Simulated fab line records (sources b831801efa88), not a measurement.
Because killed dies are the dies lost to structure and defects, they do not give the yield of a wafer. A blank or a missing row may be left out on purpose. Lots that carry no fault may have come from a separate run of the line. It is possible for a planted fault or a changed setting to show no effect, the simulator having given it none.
Which tool did it? | flow gf180mcu | 14 lots with 42 wafers sampled at 4 steps, on a route of 602 steps

WHAT EACH GAUGE READ, for each wafer
GF_V3_THK_MEAS_03.
lot  | measured     | on            | V3_CVD_02_THK (nm)
L382 | day 21 06:46 | film_metro-02 | 832 844 844
L383 | day 21 14:43 | film_metro-03 | 816 824 836
L384 | day 22 03:12 | film_metro-02 | 828 851 857
L387 | day 23 05:33 | film_metro-01 | 837 849 864
L389 | day 24 01:20 | film_metro-03 | 849 869 867
L390 | day 24 12:11 | film_metro-01 | 827 846 843
L391 | day 24 18:24 | film_metro-03 | 842 857 859
L392 | day 25 01:10 | film_metro-01 | 840 852 836
L393 | day 25 05:50 | film_metro-02 | 841 841 859
L396 | day 26 08:52 | film_metro-03 | 824 849 855
L397 | day 26 17:13 | film_metro-02 | 862 849 853
L398 | day 26 20:08 | film_metro-02 | 852 875 854
L400 | day 27 12:44 | film_metro-02 | 853 843 854
L403 | day 28 08:42 | film_metro-02 | 843 839 861

TOOL THAT RAN EACH LOT (tool first, then ch and the chambers of the sampled wafers, then the start)
lot  | GF_M2_SPUTTER_01             | GF_V2_SOFTBAKE_10                 | GF_V3_CVD_02
L382 | pvd_sputter-03, day 18 01:50 | litho_track-04 ch 0, day 19 16:00 | pecvd-03 ch 0,1, day 21 06:41
L383 | pvd_sputter-02, day 18 10:01 | litho_track-02 ch 0, day 20 00:00 | pecvd-01 ch 0,2, day 21 14:39
L384 | pvd_sputter-03, day 18 22:37 | litho_track-02 ch 0, day 20 12:00 | pecvd-01 ch 0,1,2, day 22 03:07
L387 | pvd_sputter-02, day 20 02:58 | litho_track-04 ch 0, day 21 15:00 | pecvd-01 ch 0,2, day 23 05:28
L389 | pvd_sputter-03, day 21 00:28 | litho_track-03 ch 0, day 22 12:00 | pecvd-02 ch 1,2, day 24 01:16
L390 | pvd_sputter-03, day 21 11:06 | litho_track-04 ch 0, day 22 23:00 | pecvd-01 ch 1,2, day 24 12:06
L391 | pvd_sputter-03, day 21 17:59 | litho_track-02 ch 0, day 23 06:00 | pecvd-03 ch 1,2, day 24 18:20
L392 | pvd_sputter-03, day 22 01:25 | litho_track-04 ch 0, day 23 13:00 | pecvd-02 ch 1,2, day 25 01:06
L393 | pvd_sputter-01, day 22 06:40 | litho_track-04 ch 0, day 23 18:00 | pecvd-02 ch 0,1, day 25 05:44
L396 | pvd_sputter-02, day 23 11:37 | litho_track-02 ch 0, day 24 22:00 | pecvd-03 ch 0,1,2, day 26 08:47
L397 | pvd_sputter-01, day 23 21:38 | litho_track-04 ch 0, day 25 07:00 | pecvd-02 ch 0,1,2, day 26 17:08
L398 | pvd_sputter-02, day 24 01:04 | litho_track-04 ch 0, day 25 10:00 | pecvd-02 ch 1,2, day 26 20:03
L400 | pvd_sputter-01, day 24 17:08 | litho_track-04 ch 0, day 26 03:00 | pecvd-03 ch 0,1,2, day 27 12:40
L403 | pvd_sputter-03, day 25 15:53 | litho_track-02 ch 0, day 26 23:00 | pecvd-03 ch 1,2, day 28 08:38
- GF_M2_SPUTTER_01: material TiN, target thk 30 nm, time 25 s.
- GF_V2_SOFTBAKE_10: time 60 s.
- GF_V3_CVD_02: deposits SiO2 from TEOS, target thk 850 nm, time 94.851 s.

AS READ BY THE TOOLS THEMSELVES (means over the sampled wafers that have a number; for cases with no such wafer, the mark the record gives instead)
GF_M2_SPUTTER_01.
lot  | tool           | throttle_valve_pct (%)
L382 | pvd_sputter-03 | 30.2
L383 | pvd_sputter-02 | 30.2
L384 | pvd_sputter-03 | 29.7
L387 | pvd_sputter-02 | 28.8
L389 | pvd_sputter-03 | 30.2
L390 | pvd_sputter-03 | 30.5
L391 | pvd_sputter-03 | 30.3
L392 | pvd_sputter-03 | 30.6
L393 | pvd_sputter-01 | 29.3
L396 | pvd_sputter-02 | 28.5
L397 | pvd_sputter-01 | 29.6
L398 | pvd_sputter-02 | 29.1
L400 | pvd_sputter-01 | 29.2
L403 | pvd_sputter-03 | 30.9

GF_V2_SOFTBAKE_10.
lot  | tool           | heater_power_total_W (W) | run_length_s (s)
L382 | litho_track-04 | 93.03                    | 89.24
L383 | litho_track-02 | 93.08                    | 88.78
L384 | litho_track-02 | 93.05                    | 88.83
L387 | litho_track-04 | 93.05                    | 89.23
L389 | litho_track-03 | 93.05                    | 89.40
L390 | litho_track-04 | 93.04                    | 89.24
L391 | litho_track-02 | 93.07                    | 88.86
L392 | litho_track-04 | 93.02                    | 89.32
L393 | litho_track-04 | 93.03                    | 89.26
L396 | litho_track-02 | 93.09                    | 88.84
L397 | litho_track-04 | 95.29                    | 85.30
L398 | litho_track-04 | 94.17                    | 87.22
L400 | litho_track-04 | 95.27                    | 85.34
L403 | litho_track-02 | 93.13                    | 88.80

GF_V3_CVD_02.
lot  | tool     | heater_power_w (W)
L382 | pecvd-03 | 657
L383 | pecvd-01 | 723
L384 | pecvd-01 | 701
L387 | pecvd-01 | 658
L389 | pecvd-02 | 609
L390 | pecvd-01 | 727
L391 | pecvd-03 | 689
L392 | pecvd-02 | 566
L393 | pecvd-02 | 651
L396 | pecvd-03 | 681
L397 | pecvd-02 | 614
L398 | pecvd-02 | 549
L400 | pecvd-03 | 639
L403 | pecvd-03 | 709

THE ANSWER, worked out from the rows above alone
Rule: what is usual is taken from the lots themselves. The widest of any qualifying gaps counts: lots, ordered by their means at a reading, are off when they make up no more than a third of the lots, leave a main group of 4 or more, and stand apart from it by 3 or more times the standard deviation of that group's means. A main group whose means are all the same, to the digits that the tables above print for the reading, isn't used. Also off: a lot with no number at a reading for which 4 or more lots have one. Where the step has rows for the other lots, those lots are counted as sound. After the gauges, taken in route order, come the tools' own readings; for these a lot's mean is taken, as printed above. The first step at which some lot is off is used, and at that step the reading that is off furthest; a lot without a number counts as furthest.
Off at GF_V2_SOFTBAKE_10 (heater_power_total_W): L397, L398, L400. The main group: mean 93.06 W, standard deviation 0.031.
A tool fits if, at that step or a process step before it, it ran every lot that is off, and no sound lot after the first of them. One fits: GF_V2_SOFTBAKE_10 on litho_track-04. A fault onset in the window from L393 (day 23 18:00, its last sound lot) to L397 (day 25 07:00, its first lot off) fits.
The tool's own readings at GF_V2_SOFTBAKE_10 bear it out: on the lots that are off they differ by more than 5 times the standard deviation of the sound lots' means. heater_power_total_W reads 94.91 W there against 93.06 W on the sound lots; run_length_s reads 85.95 s there against 89.07 s on the sound lots.

WHAT WAS PUT IN BY THE SIMULATOR
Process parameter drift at GF_V2_SOFTBAKE_10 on litho_track-04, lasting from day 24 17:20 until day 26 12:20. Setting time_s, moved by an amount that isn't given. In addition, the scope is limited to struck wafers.
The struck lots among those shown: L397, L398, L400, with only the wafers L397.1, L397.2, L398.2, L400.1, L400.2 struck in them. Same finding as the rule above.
